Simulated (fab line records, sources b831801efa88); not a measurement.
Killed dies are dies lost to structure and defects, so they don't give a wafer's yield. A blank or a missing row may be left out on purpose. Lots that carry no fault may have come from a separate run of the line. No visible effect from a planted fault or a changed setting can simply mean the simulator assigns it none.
A lot that was struck, set against a sound lot / flow gf180mcu / 15 steps out of a route of 602
Sound: these wafers, L419.1, L419.2, L419.5. Struck: wafer L416.6. (L416.5 of the same lot was not struck and is left out.) The cause comes at the end.
Per side, at each step with rows, come the tool, then ch with its chambers, and then its first start. Under that, the readings that differ: sound wafers / struck wafers / difference of the means / sigmas: that difference in standard deviations of wafers without a fault.
alike: same words and numbers on both sides, and readings whose means sit less than 2 such deviations apart. not compared: any withheld reading, any reading some wafer has no value for, any bound like >300 that may hide the same value, and any number with overlapping values for which the record gives no deviation.
Wherever a step has rows on one side only, a row that says differs or no value, or a row with sigmas, the two part there. When numbers do not overlap yet have no deviation, they are printed without sigmas and do not part them. Lack of a reading on every wafer of one side parts them only where that side has two or more wafers.

first, 1 step without rows for these wafers: GF_DUAL_GATE_DEVELOP_10 (develop time 60 s).
GF_DUAL_GATE_OVL_MEAS_11:
  sound: overlay-01 at day 13 09:22; struck: overlay-01 at day 12 16:56
  alike: DUAL_GATE_OVL
then, 1 step without rows for these wafers: GF_DUAL_GATE_WET_ETCH_12 (etches SiO2 in dHF, target depth 13 nm, time 260 s).
GF_DUAL_GATE_STRIP_13: strips in O2/N2.
  sound on plasma asher-04 ch 0,1, day 13 09:29; struck on plasma asher-01 ch 0, day 12 17:05
  alike: drypump motor current A, heater power w, oes product au, strip time to endpoint s
  not compared: rf hours counter h
then, 3 steps without rows for these wafers: GF_DUAL_GATE_CLEAN_14 (cleans in SC1/SC2, time 150 s); GF_DUAL_GATE_OXIDATION_15 (stabilise 600 s, purge 300 s, target thk 7.098 nm); GF_POLY_GATE_CVD_00 (deposits poly-Si, target thk 200 nm, time 1200 s).
GF_POLY_GATE_THK_MEAS_01:
  sound: film metro-02 at day 13 18:22; struck: film metro-04 at day 13 00:57
  alike: POLY_GATE_CVD_00_THK
then, 4 steps without rows for these wafers: GF_POLY_GATE_DEHYDRATE_02 (time 60 s); GF_POLY_GATE_HMDS_03 (prime time 60 s); GF_POLY_GATE_COAT_04; GF_POLY_GATE_COAT_05 (resist thk 700 nm).
GF_POLY_GATE_SOFTBAKE_06: time 60 s.
  sound on litho track-04 ch 0, day 14 04:00; struck on litho track-03 ch 0, day 13 10:00
reading=run length s (s); sound=89.28 89.25 89.50; struck=93.77; difference=+4.43; sigmas=+21
then, 1 step without rows for these wafers: GF_POLY_GATE_EXPOSE_07 (exposes mask Poly2, target cd 280 nm).
GF_PASSIVATION_PROBE_99:
  rows exist in the record for the sound wafers here (prober-02, day 34 01:26), none for the struck ones

## WHERE THEY PART
First at GF_POLY_GATE_SOFTBAKE_06; last, within this record, at GF_PASSIVATION_PROBE_99.

WHY: the cause the simulator had injected
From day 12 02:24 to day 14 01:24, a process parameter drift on litho track-03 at GF_POLY_GATE_SOFTBAKE_06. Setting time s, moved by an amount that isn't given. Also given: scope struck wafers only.
